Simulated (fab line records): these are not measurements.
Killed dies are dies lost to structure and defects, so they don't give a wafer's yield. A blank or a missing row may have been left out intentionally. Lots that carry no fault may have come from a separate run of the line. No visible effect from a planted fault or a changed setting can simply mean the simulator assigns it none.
Comparing a struck lot with a sound one -- flow sky130 -- 23 steps out of a route of 708
Sound: these wafers, L199.1, L199.2, L199.3. Wafers L216.2, L216.4, L216.6 were the ones struck. The cause comes at the end.
For every step that has rows: the tool of each side, followed by ch and its chambers, followed by its first start. Under that, the readings that differ: sound wafers -- struck wafers -- difference of the means -- sigmas: that difference in standard deviations of wafers without a fault.
alike: readings with means less than 2 such deviations apart, plus words and numbers identical on both sides. not compared: withheld readings, readings lacking a value on some wafer, bounds such as >300 that could conceal the same value, and numbers that have no deviation in the record and whose values overlap.
The two part at a step that has a row with sigmas, a row that says differs or no value, or rows on one side only. Numbers that don't overlap but have no deviation are shown without sigmas and don't part them. A reading missing from all wafers of one side parts the sides only when that side holds two or more wafers.

first, 1 step without rows for these wafers: SKY_LI_CONTACT_PRE_CLEAN_18 (time 5.6 s).
SKY_LI_CONTACT_SPUTTER_19: material Ti, target thk 20 nm, time 106.37 s.
  sound on pvd_sputter-03, day 30 13:08; struck on pvd_sputter-03, day 35 21:56
  alike: cathode_dc_power_W, throttle_valve_pct
SKY_LI_CONTACT_SPUTTER_20: material TiN, target thk 20 nm, time 80 s.
  sound on pvd_sputter-03, day 30 13:13; struck on pvd_sputter-03, day 35 22:00
  alike: cathode_dc_power_W, throttle_valve_pct
SKY_LI_CONTACT_CVD_21: deposits W, target thk 400 nm, time 120.56 s.
  sound on cvd_w-01 ch 0,1, day 30 13:17; struck on cvd_w-02 ch 1, day 35 22:04
  alike: chamber_pressure_Torr, heater_power_outer_w, heater_power_w
SKY_LI_CONTACT_RS_MEAS_22: the measuring method here is four-point-probe.
  sound on film_metro-03, day 30 13:24; struck on film_metro-01, day 35 22:13
  alike: LI_CONTACT_W_RS
SKY_LI_CONTACT_THK_MEAS_23: measures by xrf.
  sound on film_metro-03, day 30 13:31; struck on film_metro-01, day 35 22:19
  alike: LI_CONTACT_W_THK
SKY_LI_CONTACT_CMP_24: polishes, stops on PSG, t overpolish 20 s, target thk 0 nm.
  sound on cmp-01 ch 1,2,3, day 30 13:35; struck on cmp-02 ch 0,1, day 35 22:22
  alike: motor_current_A, overpolish_run_s, time_to_endpoint_s
SKY_LOCAL_INTERCONNECT_SPUTTER_00: material TiN, target thk 100 nm, time 80.83 s.
  sound on pvd_sputter-03, day 30 13:53; struck on pvd_sputter-02, day 35 22:40
  alike: cathode_dc_power_W, throttle_valve_pct
SKY_LOCAL_INTERCONNECT_RS_MEAS_01: the measuring method here is four-point-probe.
  sound on film_metro-01, day 30 13:56; struck on film_metro-04, day 35 22:45
  alike: LOCAL_INTERCONNECT_TIN_RS
SKY_LOCAL_INTERCONNECT_THK_MEAS_02: measures by xrf.
  sound on film_metro-01, day 30 14:04; struck on film_metro-04, day 35 22:52
  alike: LOCAL_INTERCONNECT_TIN_THK
then, 2 steps without rows for these wafers: SKY_LOCAL_INTERCONNECT_DEHYDRATE_03 (time 60 s); SKY_LOCAL_INTERCONNECT_HMDS_04 (prime time 60 s).
SKY_LOCAL_INTERCONNECT_COAT_05: resist thk 60 nm.
  sound on litho_track-04 ch 0, day 31 03:32; struck on litho_track-02 ch 0, day 36 11:19
  not compared: chill_plate_temp_C
then, 5 steps without rows for these wafers: SKY_LOCAL_INTERCONNECT_COAT_06 (resist thk 450 nm); SKY_LOCAL_INTERCONNECT_SOFTBAKE_07 (time 90 s); SKY_LOCAL_INTERCONNECT_EXPOSE_08 (exposes mask LI1M, target cd 170 nm); SKY_LOCAL_INTERCONNECT_PEB_09; SKY_LOCAL_INTERCONNECT_DEVELOP_10 (develop time 60 s).
SKY_LOCAL_INTERCONNECT_CD_MEAS_11 targets a cd of 170 nm.
  sound on cd_sem-01, day 31 16:50; struck on cd_sem-01, day 37 00:35
  alike: cd_nm
SKY_LOCAL_INTERCONNECT_OVL_MEAS_12:
  sound on overlay-02, day 31 16:58; struck on overlay-01, day 37 00:41
  alike: LOCAL_INTERCONNECT_OVL
SKY_LOCAL_INTERCONNECT_ETCH_13: etches BARC in N2/H2, stops on SiO2, time 45.9 s, target depth 60 nm.
  sound on rie_metal-04 ch 0,1, day 31 17:00; struck on rie_metal-01 ch 0, day 37 00:44
reading,sound,struck,difference,sigmas
model.etch.depth_nm (nm),59.83 59.91 59.83,60.84 60.84 60.97,+1.03,
  alike: bias_w, drypump_motor_current_A, oes_product_au, throttle_valve_pct
  not compared: rf_hours_counter_h
then, 1 step without rows for these wafers: SKY_LOCAL_INTERCONNECT_METAL_ETCH_14 (etches TiN in Cl2/BCl3, stops on PSG, target depth 110 nm, time 31.4 s).
SKY_PAD_OPEN_PROBE_99:
  the record has rows for the sound wafers here (prober-01, day 46 15:16) and none for the struck ones

== WHERE THEY PART ==
Only at SKY_PAD_OPEN_PROBE_99, as far as this record shows.

WHY: whatever the simulator had introduced
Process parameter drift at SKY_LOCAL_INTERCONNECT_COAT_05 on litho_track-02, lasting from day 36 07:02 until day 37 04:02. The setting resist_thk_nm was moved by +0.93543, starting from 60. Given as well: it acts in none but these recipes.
